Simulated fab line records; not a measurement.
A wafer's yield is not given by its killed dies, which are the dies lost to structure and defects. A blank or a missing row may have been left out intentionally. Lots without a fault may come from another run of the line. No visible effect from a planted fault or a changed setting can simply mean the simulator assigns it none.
Matching of chambers + flow sky130 + cmp-02 running SKY_VIA3_CMP_02: 4 sister chambers
The step polishes SiO2. 14 wafers are shown with their chamber, then 7 later ones without.

WAFERS, EACH WITH ITS CHAMBER
| wafer  | chamber | motor_current_A (A) |
|--------|---------|---------------------|
| L873.1 | 3       | 12.8                |
| L873.2 | 0       | 12.2                |
| L873.5 | 2       | 12.5                |
| L877.1 | 0       | 12.0                |
| L877.3 | 3       | 11.8                |
| L877.4 | 1       | 12.9                |
| L880.1 | 1       | 13.4                |
| L880.3 | 0       | 12.0                |
| L880.6 | 0       | 12.3                |
| L882.3 | 2       | 12.8                |
| L882.4 | 3       | 12.5                |
| L882.6 | 1       | 13.5                |
| L885.1 | 2       | 13.7                |
| L885.2 | 0       | 12.3                |

SIGNATURES, as means of the wafers listed above
| reading         | chamber 0 | chamber 1 | chamber 2 | chamber 3 | scatter within a chamber |
|-----------------|-----------|-----------|-----------|-----------|--------------------------|
| motor_current_A | 12.160    | 13.267    | 13.000    | 12.367    | 0.401                    |
Rule: for a wafer and a chamber, the distance is found by dividing, reading by reading, the gap between the wafer's reading and the chamber's mean by the reading's scatter, squaring, summing and taking the root. If the next closest chamber is less than 2 further off than the closest, the wafer can't be placed; otherwise it belongs to the closest. The scatter: the root of (the sum of the squares of (reading less its chamber's mean) over the shown wafers, divided by (wafers less chambers)).

WAFERS MISSING THEIR CHAMBER
| wafer  | motor_current_A (A) |
|--------|---------------------|
| L885.6 | 12.4                |
| L895.1 | 13.5                |
| L895.3 | 12.8                |
| L895.5 | 12.4                |
| L896.2 | 13.5                |
| L896.3 | 11.5                |
| L896.5 | 12.1                |

THE CHAMBER EACH PASSED THROUGH
| wafer  | from the rows above               | in truth |
|--------|-----------------------------------|----------|
| L885.6 | can't be placed: 3 or 0 or 2      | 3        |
| L895.1 | can't be placed: 1 or 2           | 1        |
| L895.3 | can't be placed: 2 or 3 or 1 or 0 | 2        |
| L895.5 | can't be placed: 3 or 0 or 2      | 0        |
| L896.2 | can't be placed: 1 or 2           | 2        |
| L896.3 | can't be placed: 0 or 3           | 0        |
| L896.5 | can't be placed: 0 or 3           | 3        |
Correct placement for 0 of the 7. These rows do not allow placing 7 (true chamber among the candidates in 7). Placed wrongly: 0.
